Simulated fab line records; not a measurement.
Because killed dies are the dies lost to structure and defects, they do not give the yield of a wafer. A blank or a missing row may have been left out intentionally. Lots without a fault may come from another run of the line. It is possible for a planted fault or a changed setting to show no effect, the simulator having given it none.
fab line records | flow sky130
record lots=15 wafers=45 last-day=50
route steps=708 shown CONTACT@425 METAL1@439
lots with no fault: from the same line, run without faults
start-h: start of the lot's first displayed wafer, in hours after the record's first day | wait-h: time in hours since the lot's previous step | " unchanged from the row above | L1.1+2: a single row standing in for several wafers | - either no value or no given start | * or withheld: withheld | < > ~ a bound
route shown NAME@n: NAME is a module with steps in the file, n the number in the route of the first one | usual: mean/standard deviation of fault-free wafers | same: alike in all rows | chamber/n: place in a boat | sites: readings site by site | _std_site: the standard deviation of these | _edge_site: outer sites' mean less inner sites' | radius-mm: how far each site lies from the wafer's centre | mask NAME#n: copy n | behind: tool/chamber where the wafer was last shaped | hold: what put the lot on hold/how long, in hours/how the hold closed | device: transistor that didn't switch, given as n, p or np | end of line: the same wafers' tests at the end of the route | step lacking rows: just its recipe | killed: the dies lost at the first sort to structure and to defects; this is not the yield of the wafer | map: per-die view of a wafer (x killed, . not killed, _ where there is no die)
set.NAME: the setting the step ran with; set.NAME@STEP: the setting that earlier step ran with | model.NAME: the simulator's own value behind a step, which no gauge read
one table for each step of the route and one row for each wafer, over a sample of lots
services: from which hour (start-h, from the record's first day; less than 0 if before it) a tool's chamber was out of use, for how many hours, and why
## steps
# step SKY_CONTACT_STRIP_19
# recipe chemistry=O2/N2 power-w=1400 pressure-mtorr=1500 platen-temp-c=withheld o2-flow-sccm=3000 n2-flow-sccm=300 overash-fraction=0.5
# usual drypump-motor-current-A=5.5/0.4 n2-flow-sccm=300.0/0.91 oes-product-au=0.381/0.0041 strip-time-to-endpoint-s=3.626/0.024
# columns lot.wafer tool chamber start-h wait-h drypump-motor-current-A n2-flow-sccm oes-product-au rf-hours-counter-h strip-time-to-endpoint-s
L716.2 plasma-asher-01 1 726.50 - 6.0 301.6 0.380 100 3.621
L716.5 " 0 " " 5.5 300.2 0.373 - 3.650
L716.6 " 1 " " 6.0 300.7 0.378 - 3.611
L718.3 plasma-asher-04 0 743.23 - 5.2 300.7 0.377 - 3.634
L718.4 " 1 " " 4.7 298.7 0.389 - 3.638
L718.5 " 1 " " 4.7 300.5 0.384 - 3.664
L719.1 plasma-asher-01 1 750.40 - 6.0 299.7 0.380 1 3.594
L719.3 " 0 " " 5.5 300.4 0.385 - 3.580
L719.4 " 1 " " 6.0 300.9 0.383 - 3.586
L721.1 plasma-asher-01 1 768.45 - 6.0 301.1 0.382 2 3.609
L721.2 " 0 " " 5.4 298.5 0.383 2 3.626
L721.3 " 1 " " 6.0 300.9 0.383 - 3.628
L727.1 plasma-asher-02 0 820.91 - 5.4 300.2 0.381 39 3.599
L727.4 " 1 " " 5.7 299.9 0.378 - 3.607
L727.6 " 1 " " 5.7 299.0 0.386 - 3.685
L726.2 plasma-asher-04 0 827.50 - 5.2 299.2 0.381 71 3.649
L726.3 " 1 " " 4.7 301.6 0.386 - 3.652
L726.6 " 0 " " 5.2 300.4 0.384 - 3.654
L729.3 plasma-asher-02 1 837.63 - 5.7 300.5 0.381 - 3.628
L729.4 " 0 " " 5.4 299.0 0.379 - 3.627
L729.6 " 0 " " 5.4 298.8 0.382 - 3.612
L730.2 plasma-asher-04 1 842.75 - 4.7 299.6 0.379 72 3.627
L730.3 " 1 " " 4.7 300.2 0.382 - 3.671
L730.6 " 0 " " 5.2 298.8 0.384 - 3.626
L731.4 plasma-asher-04 0 852.68 - 5.2 300.2 0.389 - 3.659
L731.5 " 1 " " 4.7 301.4 0.378 - 3.622
L731.6 " 0 " " 5.2 300.7 0.385 - 3.622
L732.1 plasma-asher-01 0 859.00 - 5.4 299.4 0.383 11 3.647
L732.3 " 0 " " 5.4 298.8 0.385 - 3.637
L732.5 " 0 " " 5.4 297.6 0.384 - 3.644
L733.1 plasma-asher-02 0 863.11 - 5.5 299.8 0.380 43 3.600
L733.2 " 1 " " 5.7 301.1 0.380 43 3.609
L733.5 " 0 " " 5.5 300.9 0.377 - 3.580
L734.2 plasma-asher-02 0 882.20 - 5.4 300.5 0.385 45 3.636
L734.3 " 1 " " 5.7 300.7 0.384 - 3.638
L734.6 " 1 " " 5.7 298.9 0.381 - 3.606
L735.1 plasma-asher-02 1 883.78 - 5.7 300.5 0.383 45 3.627
L735.3 " 1 " " 5.7 300.3 0.375 - 3.615
L735.4 " 0 " " 5.5 300.4 0.380 - 3.650
L738.1 plasma-asher-02 0 900.55 - 5.5 298.6 0.383 47 3.654
L738.3 " 1 " " 5.7 299.3 0.383 - 3.647
L738.5 " 0 " " 5.5 299.9 0.377 - 3.625
L739.2 plasma-asher-04 0 909.30 - 5.2 299.4 0.370 79 3.630
L739.3 " 1 " " 4.7 300.7 0.375 - 3.606
L739.6 " 0 " " 5.2 301.3 0.380 - 3.617
# step SKY_CONTACT_CMP_27
# recipe stop-on=SiO2 t-overpolish-s=15 down-force-psi=3.5 platen-rpm=60 target-thk-nm=0 pad-velocity-m-s=0.94248
# usual motor-current-A=11.6/1.8 overpolish-run-s=15.000/0.0096 slurry-filter-dp-kPa=13.49/0.14 slurry-flow-ml-min=150.0/0.48 time-to-endpoint-s=81/3.1
# columns lot.wafer tool chamber start-h wait-h motor-current-A overpolish-run-s slurry-filter-dp-kPa slurry-flow-ml-min time-to-endpoint-s
L716.2 cmp-02 1 727.54 0.1 14.0 14.995 13.60 149.7 88
L716.6 " 3 " " 9.8 14.994 13.75 150.2 84
L716.5 " 0 " " 14.2 14.991 13.36 149.3 83
L718.3 cmp-01 3 744.22 0.1 10.8 14.986 13.85 149.0 82
L718.4 " 1 " " 9.3 15.003 13.38 151.1 80
L718.5 " 2 " " 10.3 15.005 13.28 150.3 76
L719.4 cmp-02 1 751.37 0.0 13.8 14.999 13.39 149.8 86
L719.1 " 3 " " 9.7 15.015 13.49 149.9 82
L719.3 " 0 " " 14.0 15.008 13.46 150.1 82
L721.3 cmp-01 1 769.39 0.0 9.6 15.010 13.66 149.7 82
L721.1 " 2 " " 11.1 15.001 13.50 149.3 77
L721.2 " 3 " " 11.2 15.001 13.57 150.7 81
L727.4 cmp-01 2 821.88 0.0 11.3 15.000 13.45 150.4 78
L727.1 " 1 " " 8.9 14.989 13.47 150.6 81
L727.6 " 2 " " 10.9 15.002 13.12 149.6 79
L726.3 cmp-02 1 828.44 0.0 13.1 14.999 13.81 149.8 79
L726.2 " 0 " " 14.2 15.006 13.37 150.4 80
L726.6 " 2 " " 10.3 15.018 13.61 149.1 80
L729.4 cmp-02 1 838.54 0.0 13.7 15.021 13.44 150.0 83
L729.3 " 0 " " 13.5 14.999 13.55 150.4 85
L729.6 " 2 " " 10.1 14.992 13.45 149.9 81
L730.2 cmp-01 3 843.74 0.1 11.1 15.006 13.36 149.7 82
L730.3 " 1 " " 8.9 14.998 13.43 149.7 85
L730.6 " 3 " " 10.8 14.996 13.76 150.3 88
L731.4 cmp-02 2 853.60 0.0 10.7 15.000 13.31 150.4 79
L731.6 " 2 " " 10.4 15.014 13.31 150.1 77
L731.5 " 3 " " 9.5 14.992 13.27 149.7 78
L732.1 cmp-02 2 860.05 0.1 10.2 14.978 13.71 150.1 79
L732.3 " 0 " " 14.5 15.005 13.51 149.3 79
L732.5 " 2 " " 9.7 15.009 13.53 149.4 79
L733.2 cmp-02 2 864.32 0.2 10.3 15.016 13.58 149.7 80
L733.1 " 3 " " 10.2 15.009 13.37 149.4 77
L733.5 " 0 " " 14.3 15.004 13.52 150.0 78
L734.3 cmp-01 0 883.14 0.0 10.9 15.004 13.52 150.4 78
L734.2 " 3 " " 10.9 14.998 13.47 150.0 84
L734.6 " 1 " " 8.9 14.993 13.57 150.5 81
L735.3 cmp-02 1 884.73 0.0 13.7 15.008 13.38 150.4 79
L735.1 " 2 " " 10.5 15.000 13.57 150.2 75
L735.4 " 3 " " 10.3 15.005 13.66 149.9 76
L738.3 cmp-02 2 901.64 0.1 10.5 14.983 13.53 150.2 81
L738.1 " 3 " " 9.7 15.017 13.64 150.5 78
L738.5 " 1 " " 13.4 14.986 13.42 149.7 82
L739.3 cmp-02 1 910.34 0.1 12.7 14.991 13.45 150.0 82
L739.2 " 2 " " 10.2 15.001 13.69 150.8 79
L739.6 " 0 " " 13.7 14.994 13.58 150.6 78
# step SKY_METAL1_RS_MEAS_05
# recipe thk-meas-gauge=four-point-probe reads=TiN_of_METAL1_SPUTTER_04+Ti_of_METAL1_SPUTTER_03+AlCu_of_METAL1_SPUTTER_02+TiN_of_METAL1_SPUTTER_01+Ti_of_METAL1_SPUTTER_00
# usual METAL1_ALCU_RS=0.1260/0.0011
# columns lot.wafer tool chamber start-h wait-h METAL1_ALCU_RS[ohm/sq]
L716.2 film-metro-04 - 727.90 0.0 0.1255
L716.5 " - " " 0.1250
L716.6 " - " " 0.1231
L718.3 film-metro-04 - 744.65 0.1 0.1240
L718.4 " - " " 0.1263
L718.5 " - " " 0.1268
L719.1 film-metro-04 - 751.81 0.0 0.1263
L719.3 " - " " 0.1253
L719.4 " - " " 0.1249
L721.1 film-metro-02 - 769.83 0.0 0.1276
L721.2 " - " " 0.1274
L721.3 " - " " 0.1288
L727.1 film-metro-04 - 822.32 0.0 0.1262
L727.4 " - " " 0.1269
L727.6 " - " " 0.1260
L726.2 film-metro-01 - 828.90 0.0 0.1263
L726.3 " - " " 0.1266
L726.6 " - " " 0.1258
L729.3 film-metro-04 - 839.02 0.1 0.1270
L729.4 " - " " 0.1263
L729.6 " - " " 0.1253
L730.2 film-metro-04 - 844.15 0.0 0.1253
L730.3 " - " " 0.1269
L730.6 " - " " 0.1256
L731.4 film-metro-01 - 854.10 0.1 0.1277
L731.5 " - " " 0.1267
L731.6 " - " " 0.1258
L732.1 film-metro-01 - 860.49 0.0 0.1270
L732.3 " - " " 0.1267
L732.5 " - " " 0.1282
L733.1 film-metro-01 - 864.66 0.0 0.1279
L733.2 " - " " 0.1272
L733.5 " - " " 0.1261
L734.2 film-metro-01 - 883.60 0.0 0.1255
L734.3 " - " " 0.1253
L734.6 " - " " 0.1253
L735.1 film-metro-04 - 885.17 0.0 0.1242
L735.3 " - " " 0.1253
L735.4 " - " " 0.1247
L738.1 film-metro-04 - 901.98 0.0 0.1247
L738.3 " - " " 0.1263
L738.5 " - " " 0.1269
L739.2 film-metro-01 - 910.70 0.0 0.1253
L739.3 " - " " 0.1250
L739.6 " - " " 0.1243
# step SKY_METAL1_ETCH_18
# recipe chemistry=N2/H2 target=BARC ion-energy-ev=200 bias-w=100 pressure-mtorr=30 n2-flow-sccm=100 h2-flow-sccm=200 icp-w=500 stop-on=SiO2 time-s=45.9 target-depth-a=600
# usual bias-w=100.0/0.3 chamber-pressure-mTorr=30.000/0.026 drypump-motor-current-A=5.7/0.53 n2-flow-sccm=100.01/0.28 oes-product-au=0.855/0.0048 throttle-valve-pct=13.225/0.0085 time-s=45.9/0
# columns lot.wafer tool chamber start-h wait-h bias-w chamber-pressure-mTorr drypump-motor-current-A n2-flow-sccm oes-product-au rf-hours-counter-h throttle-valve-pct time-s
L716.2 rie-metal-04 1 756.15 0.0 100.0 30.057 5.1 99.84 0.856 9 13.229 45.9
L716.5 " 0 " " 101.0 29.973 5.9 100.70 0.855 - 13.217 45.9
L716.6 " 1 " " 99.5 29.979 5.1 99.82 0.850 - 13.226 45.9
L718.3 rie-metal-04 0 773.06 0.0 99.8 30.002 5.9 100.20 0.844 - 13.209 45.9
L718.4 " 1 " " 99.8 30.013 5.1 99.72 0.852 - 13.214 45.9
L718.5 " 1 " " 100.3 30.010 5.1 100.13 0.854 - 13.237 45.9
L719.1 rie-metal-02 0 779.85 0.0 99.5 30.018 6.6 100.17 0.857 15 13.236 45.9
L719.3 " 1 " " 100.2 29.956 6.0 99.85 0.848 - 13.225 45.9
L719.4 " 0 " " 100.3 29.994 6.6 100.08 0.849 - 13.223 45.9
L721.1 rie-metal-02 1 797.80 0.0 100.0 29.999 6.1 99.55 0.863 11 13.217 45.9
L721.2 " 0 " " 99.6 30.034 6.6 99.76 0.858 15 13.228 45.9
L721.3 " 1 " " 100.3 30.029 6.0 99.49 0.849 - 13.233 45.9
L727.1 rie-metal-01 0 849.15 0.0 100.5 30.028 5.1 100.35 0.854 4 13.228 45.9
L727.4 " 0 " " 100.6 29.985 5.1 99.70 0.854 - 13.228 45.9
L727.6 " 0 " " 100.6 30.013 5.1 100.05 0.854 - 13.238 45.9
L726.2 rie-metal-01 0 856.00 0.1 99.2 30.014 5.1 100.21 0.858 - 13.215 45.9
L726.3 " 0 " " 100.0 30.025 5.1 99.51 0.854 - 13.224 45.9
L726.6 " 0 " " 100.1 29.977 5.1 99.87 0.858 - 13.221 45.9
L729.3 rie-metal-04 1 866.27 0.0 100.1 30.011 5.1 100.09 0.855 - 13.225 45.9
L729.4 " 0 " " 100.1 29.977 5.9 100.17 0.855 - 13.215 45.9
L729.6 " 0 " " 100.3 29.997 5.9 100.41 0.861 - 13.233 45.9
L730.2 rie-metal-01 1 870.99 0.0 - - - - - - - -
L730.3 " 1 " " - - - - - - - -
L730.6 " 0 " " - - - - - - - -
L731.4 rie-metal-02 0 880.89 0.1 - - - - - - - -
L731.5 " 0 " " - - - - - - - -
L731.6 " 0 " " - - - - - - - -
L732.1 rie-metal-04 0 887.29 0.0 - - - - - - - -
L732.3 " 1 " " - - - - - - - -
L732.5 " 0 " " - - - - - - - -
L733.1 rie-metal-04 1 890.50 0.0 100.0 30.010 5.1 99.66 0.864 15 13.223 45.9
L733.2 " 0 " " 100.3 29.973 5.9 100.27 0.852 10 13.208 45.9
L733.5 " 1 " " 99.6 30.019 5.1 100.21 0.859 - 13.217 45.9
L734.2 rie-metal-01 1 909.00 0.0 100.1 29.995 6.0 99.74 0.856 2 13.219 45.9
L734.3 " 0 " " 99.7 30.001 5.1 99.76 0.861 - 13.224 45.9
L734.6 " 0 " " 100.2 29.972 5.1 99.85 0.860 - 13.227 45.9
L735.1 rie-metal-02 0 910.25 0.0 99.4 29.983 6.6 100.00 0.854 19 13.224 45.9
L735.3 " 1 " " 99.8 30.034 6.1 100.00 0.850 - 13.232 45.9
L735.4 " 0 " " 99.5 29.981 6.6 100.08 0.859 - 13.225 45.9
L738.1 rie-metal-04 0 926.94 0.0 100.2 29.996 5.9 100.30 0.863 12 13.236 45.9
L738.3 " 1 " " 100.0 30.004 5.1 100.44 0.862 - 13.224 45.9
L738.5 " 0 " " 100.0 30.022 5.9 100.51 0.850 - 13.211 45.9
L739.2 rie-metal-01 1 935.97 0.0 99.3 30.028 6.0 99.86 0.858 4 13.228 45.9
L739.3 " 1 " " 100.2 30.001 6.0 99.63 0.854 - 13.233 45.9
L739.6 " 1 " " 99.8 30.007 6.0 100.10 0.852 - 13.218 45.9
# step SKY_METAL1_METAL_ETCH_19
# recipe target-depth-a=3600 stop-on=SiO2 over-etch-frac=0.3 time-s=78 chemistry=Cl2/BCl3 resist-sidewall-deg=88 pressure-mtorr=10 icp-w=900 bias-w=48.5 Cl2_flow_sccm=60 bcl3-flow-sccm=30
# usual bcl3-flow-sccm=29.99/0.079 bias-w=48.49/0.14 drypump-motor-current-A=5.7/0.52 oes-product-au=0.855/0.0053 throttle-valve-pct=22.264/0.0093
# same time-s=78
# columns lot.wafer tool chamber start-h wait-h bcl3-flow-sccm bias-w drypump-motor-current-A oes-product-au rf-hours-counter-h throttle-valve-pct
L716.2 rie-metal-04 1 756.21 0.0 30.02 48.41 5.1 0.864 9 22.271
L716.5 " 0 " " 30.13 48.68 5.9 0.854 - 22.273
L716.6 " 1 " " 29.95 48.38 5.1 0.862 - 22.259
L718.3 rie-metal-04 0 773.13 0.1 30.02 48.59 5.9 0.860 - 22.255
L718.4 " 1 " " 30.11 48.36 5.1 0.853 - 22.270
L718.5 " 1 " " 30.11 48.34 5.1 0.855 - 22.268
L719.1 rie-metal-02 0 779.91 0.0 30.01 48.54 6.5 0.845 15 22.261
L719.3 " 1 " " 29.97 48.65 6.1 0.861 - 22.269
L719.4 " 0 " " 30.01 48.34 6.5 0.856 - 22.273
L721.1 rie-metal-02 1 797.86 0.0 29.97 48.66 6.0 0.842 11 22.275
L721.2 " 0 " " 29.94 48.52 6.5 0.852 15 22.272
L721.3 " 1 " " 29.96 48.48 6.0 0.845 - 22.281
L727.1 rie-metal-01 0 849.21 0.0 30.00 48.44 5.1 0.853 4 22.251
L727.4 " 0 " " 29.99 48.46 5.1 0.858 - 22.269
L727.6 " 0 " " 29.94 48.46 5.1 0.854 - 22.259
L726.2 rie-metal-01 0 856.13 0.1 30.06 48.74 5.1 0.856 - 22.272
L726.3 " 0 " " 29.92 48.42 5.1 0.851 - 22.264
L726.6 " 0 " " 30.09 48.79 5.1 0.864 - 22.274
L729.3 rie-metal-04 1 866.34 0.1 29.92 48.36 5.1 0.848 - 22.257
L729.4 " 0 " " 30.08 48.66 5.9 0.854 - 22.259
L729.6 " 0 " " 30.19 48.48 5.9 0.858 - 22.268
L730.2 rie-metal-01 1 871.06 0.0 29.89 48.49 6.0 0.375 0 22.252
L730.3 " 1 " " 29.98 48.27 6.0 0.376 - 22.274
L730.6 " 0 " " 29.96 48.64 5.1 0.373 - 22.276
L731.4 rie-metal-02 0 881.04 0.1 29.86 48.38 6.5 0.376 - 22.246
L731.5 " 0 " " 29.93 48.41 6.5 0.374 - 22.245
L731.6 " 0 " " 29.85 48.43 6.6 0.370 - 22.257
L732.1 rie-metal-04 0 887.36 0.0 29.97 48.58 5.8 0.381 10 22.271
L732.3 " 1 " " 30.11 48.10 5.1 0.367 - 22.254
L732.5 " 0 " " 29.93 48.45 5.8 0.374 - 22.263
L733.1 rie-metal-04 1 890.56 0.0 29.86 48.30 5.1 0.843 15 22.260
L733.2 " 0 " " 30.13 48.33 5.9 0.848 10 22.245
L733.5 " 1 " " 29.93 48.38 5.1 0.853 - 22.263
L734.2 rie-metal-01 1 909.06 0.0 29.95 48.75 6.0 0.854 2 22.274
L734.3 " 0 " " 30.04 48.49 5.1 0.860 - 22.268
L734.6 " 0 " " 30.10 48.62 5.1 0.853 - 22.249
L735.1 rie-metal-02 0 910.31 0.0 30.02 48.42 6.5 0.856 20 22.250
L735.3 " 1 " " 29.92 48.41 6.0 0.860 - 22.260
L735.4 " 0 " " 30.02 48.56 6.5 0.860 - 22.265
L738.1 rie-metal-04 0 927.01 0.0 30.05 48.46 5.9 0.857 12 22.260
L738.3 " 1 " " 29.94 48.54 5.1 0.853 - 22.265
L738.5 " 0 " " 29.97 48.58 5.9 0.847 - 22.259
L739.2 rie-metal-01 1 936.03 0.0 30.03 48.37 6.0 0.848 4 22.281
L739.3 " 1 " " 30.19 48.45 6.0 0.855 - 22.275
L739.6 " 1 " " 30.08 48.37 6.0 0.863 - 22.253
# step SKY_METAL1_STRIP_20
# recipe chemistry=O2/N2 power-w=1400 pressure-mtorr=1500 platen-temp-c=withheld o2-flow-sccm=3000 n2-flow-sccm=300 overash-fraction=0.5
# usual drypump-motor-current-A=5.5/0.4 n2-flow-sccm=300.1/0.95 oes-product-au=0.342/0.0051 strip-time-to-endpoint-s=2.67/0.037
# columns lot.wafer tool chamber start-h wait-h drypump-motor-current-A n2-flow-sccm oes-product-au rf-hours-counter-h strip-time-to-endpoint-s
L716.2 plasma-asher-02 1 756.30 0.1 5.7 298.9 0.346 33 2.74
L716.5 " 0 " " 5.5 299.4 0.339 - 2.65
L716.6 " 1 " " 5.7 299.5 0.348 - 2.72
L718.3 plasma-asher-02 0 773.23 0.1 5.5 299.2 0.346 - 2.66
L718.4 " 1 " " 5.7 300.7 0.351 - 2.74
L718.5 " 0 " " 5.4 298.9 0.346 - 2.73
L719.1 plasma-asher-04 0 780.00 0.1 5.2 300.4 0.337 66 2.66
L719.3 " 1 " " 4.7 301.1 0.341 - 2.64
L719.4 " 0 " " 5.2 299.5 0.351 - 2.67
L721.1 plasma-asher-02 1 797.95 0.1 5.7 299.9 0.340 36 2.68
L721.2 " 0 " " 5.5 301.6 0.337 36 2.68
L721.3 " 0 " " 5.5 300.6 0.347 - 2.69
L727.1 plasma-asher-02 0 849.30 0.1 5.4 299.4 0.340 42 2.61
L727.4 " 1 " " 5.8 298.3 0.333 - 2.62
L727.6 " 1 " " 5.7 300.8 0.336 - 2.64
L726.2 plasma-asher-02 1 856.28 0.1 5.7 300.8 0.335 43 2.59
L726.3 " 1 " " 5.7 299.4 0.346 - 2.58
L726.6 " 1 " " 5.7 298.7 0.340 - 2.60
L729.3 plasma-asher-03 1 866.44 0.1 5.6 299.0 0.345 - 2.74
L729.4 " 0 " " 6.0 299.9 0.350 - 2.70
L729.6 " 1 " " 5.6 299.6 0.345 - 2.67
L730.2 plasma-asher-02 1 871.15 0.1 5.7 300.5 0.370 44 3.15
L730.3 " 1 " " 5.8 299.0 0.360 - 3.18
L730.6 " 1 " " 5.8 298.7 0.352 - 3.11
L731.4 plasma-asher-02 0 881.17 0.1 5.5 298.9 0.358 - 3.15
L731.5 " 0 " " 5.5 297.9 0.361 - 3.11
L731.6 " 1 " " 5.7 298.7 0.369 - 3.14
L732.1 plasma-asher-03 1 887.45 0.1 5.5 300.7 0.361 105 3.13
L732.3 " 1 " " 5.6 302.2 0.364 - 3.16
L732.5 " 1 " " 5.5 301.4 0.359 - 3.13
L733.1 plasma-asher-02 1 890.65 0.1 5.7 302.1 0.350 46 2.71
L733.2 " 0 " " 5.5 299.8 0.344 46 2.67
L733.5 " 0 " " 5.5 300.8 0.340 - 2.72
L734.2 plasma-asher-03 0 909.15 0.1 6.0 300.8 0.346 107 2.67
L734.3 " 0 " " 6.0 299.6 0.346 - 2.66
L734.6 " 1 " " 5.5 298.7 0.341 - 2.65
L735.1 plasma-asher-04 0 910.40 0.1 5.2 299.7 0.332 79 2.68
L735.3 " 0 " " 5.2 300.9 0.335 - 2.69
L735.4 " 1 " " 4.7 301.7 0.339 - 2.69
L738.1 plasma-asher-04 1 927.10 0.1 4.7 300.4 0.342 81 2.63
L738.3 " 0 " " 5.2 300.6 0.344 - 2.71
L738.5 " 0 " " 5.2 300.1 0.350 - 2.65
L739.2 plasma-asher-03 1 936.12 0.1 5.5 298.7 0.344 110 2.64
L739.3 " 0 " " 6.0 300.0 0.336 - 2.67
L739.6 " 0 " " 6.0 300.8 0.330 - 2.63
## services
# columns tool chamber start-h hours kind
cmp-01 - 710.58 2.5 repair
rie-metal-01 - 717.10 2.8 pm
cmp-02 - 720.93 5.9 repair
plasma-asher-03 - 728.41 1.7 repair
plasma-asher-01 - 733.75 9.0 pm
cmp-01 - 734.24 0.6 repair
cmp-02 - 744.00 4.0 pm
rie-metal-01 - 762.70 1.4 repair
plasma-asher-01 - 765.42 0.5 repair
cmp-02 - 769.29 1.8 repair
cmp-02 - 775.22 1.1 repair
cmp-01 - 776.88 5.4 pm
cmp-01 - 836.99 4.8 pm
rie-metal-02 - 861.96 14.6 pm
plasma-asher-03 - 881.01 1.7 repair
rie-metal-02 - 884.19 5.3 repair
plasma-asher-04 - 897.69 3.1 repair
rie-metal-02 - 898.65 2.8 pm
cmp-01 - 898.71 1.2 repair
rie-metal-01 0 912.01 19.8 repair
cmp-01 - 912.20 4.0 pm
plasma-asher-01 - 915.56 1.0 repair
cmp-02 - 916.20 6.6 pm
cmp-01 - 923.05 3.1 repair
## key
first-sign step=SKY_METAL1_ETCH_18 reading=tool-record direction=missing
effect step=SKY_METAL1_METAL_ETCH_19 reading=oes-product-au direction=down sigmas=91 usual=0.855 struck=0.374
effect step=SKY_METAL1_STRIP_20 reading=strip-time-to-endpoint-s direction=up sigmas=13 usual=* struck=*
met-at SKY_METAL1_ETCH_18
struck-lots L730,L731,L732
later-rows-left-out L730.2,L730.3,L730.6,L731.4,L731.5,L731.6,L732.1,L732.3,L732.5
sort-left-out L730.2,L730.3,L730.6,L731.4,L731.5,L731.6,L732.1,L732.3,L732.5
not-acting-at SKY_CONTACT_STRIP_19,SKY_CONTACT_CMP_27,SKY_METAL1_RS_MEAS_05
onset-between 866.27 870.99
fault kind=skipped-step-whole tool=rie-metal-01,rie-metal-02,rie-metal-04 chamber=- onset-h=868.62 steps=SKY_METAL1_ETCH_18 scope=struck-lots-only
# sort-left-out: the simulated sort isn't trusted on such a fault, so these wafers' sort isn't shown, and their yield isn't known
# later-rows-left-out: the simulator's readings of these wafers behind a module that went badly wrong aren't trusted and aren't shown, but for the sort
